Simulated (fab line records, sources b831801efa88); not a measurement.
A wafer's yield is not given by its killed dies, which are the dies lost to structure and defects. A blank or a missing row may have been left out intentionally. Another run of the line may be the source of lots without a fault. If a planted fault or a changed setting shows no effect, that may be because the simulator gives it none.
Comparing a struck lot with a sound one | flow sky130 | 15 out of 708 route steps
Sound: wafers L640.3, L640.4, L640.6. Wafers L647.1, L647.2, L647.3 were the ones struck. Last of all comes the cause.
Per side, at each step with rows, come the tool, then ch with its chambers, and then its first start. Under that, the readings that differ: sound wafers | struck wafers | difference of the means | sigmas: that difference in standard deviations of wafers without a fault.
alike: readings with means less than 2 such deviations apart, plus words and numbers identical on both sides. not compared: withheld readings, readings lacking a value on some wafer, bounds such as >300 that could conceal the same value, and numbers that have no deviation in the record and whose values overlap.
A row with sigmas, a row that says differs or no value, or rows on one side alone: a step with any of these is where the two part. When numbers do not overlap yet have no deviation, they are printed without sigmas and do not part them. A reading missing from all wafers of one side parts the sides only when that side holds two or more wafers.

first, 2 steps without rows for these wafers: SKY_LDD_HVN_PEB_05; SKY_LDD_HVN_DEVELOP_06 (develop time 60 s).
SKY_LDD_HVN_OVL_MEAS_07:
  struck on overlay-01, day 25 08:42; sound on overlay-01, day 21 06:40
  alike: LDD_HVN_OVL
then, 1 step without rows for these wafers: SKY_LDD_HVN_IMPLANT_08.
SKY_LDD_HVN_STRIP_09: strips in O2/N2.
  sound on plasma_asher-03 ch 0,1, day 21 06:52; struck on plasma_asher-02 ch 0,1, day 25 08:53
  reading                      | sound             | struck            | difference | sigmas
  strip_time_to_endpoint_s (s) | 4.106 4.131 4.111 | 4.145 4.140 4.163 | +0.033     | +3
  alike: drypump_motor_current_A, oes_product_au
  not compared: rf_hours_counter_h
SKY_LDD_HVN_TW_MEAS_10:
  struck on film_metro-01, day 25 08:59; sound on film_metro-04, day 21 06:58
  alike: LDD_HVN_TW
then, 6 steps without rows for these wafers: SKY_LDD_HVP_DEHYDRATE_00 (time 60 s); SKY_LDD_HVP_HMDS_01 (prime time 60 s); SKY_LDD_HVP_COAT_02 (resist thk 300 nm); SKY_LDD_HVP_SOFTBAKE_03 (time 60 s); SKY_LDD_HVP_EXPOSE_04 (exposes mask HVPTM, target cd 700 nm); SKY_LDD_HVP_PEB_05.
SKY_LDD_HVP_DEVELOP_06: develop time 60 s.
  sound on litho_track-03 ch 0, day 22 13:13; struck on litho_track-03 ch 0, day 26 14:01
  reading              | sound             | struck            | difference | sigmas
  developer_temp_C (C) | 22.79 22.93 22.83 | 23.90 23.91 23.83 | +1.03      | +12
SKY_LDD_HVP_OVL_MEAS_07:
  struck on overlay-02, day 26 14:10; sound on overlay-02, day 22 13:19
  alike: LDD_HVP_OVL
SKY_PAD_OPEN_PROBE_99:
  the record has rows for the sound wafers here (prober-02, day 46 06:55) and none for the struck ones

## WHERE THEY PART
At SKY_LDD_HVN_STRIP_09 first; at SKY_PAD_OPEN_PROBE_99 last (within this record only).

WHY: whatever the simulator had introduced
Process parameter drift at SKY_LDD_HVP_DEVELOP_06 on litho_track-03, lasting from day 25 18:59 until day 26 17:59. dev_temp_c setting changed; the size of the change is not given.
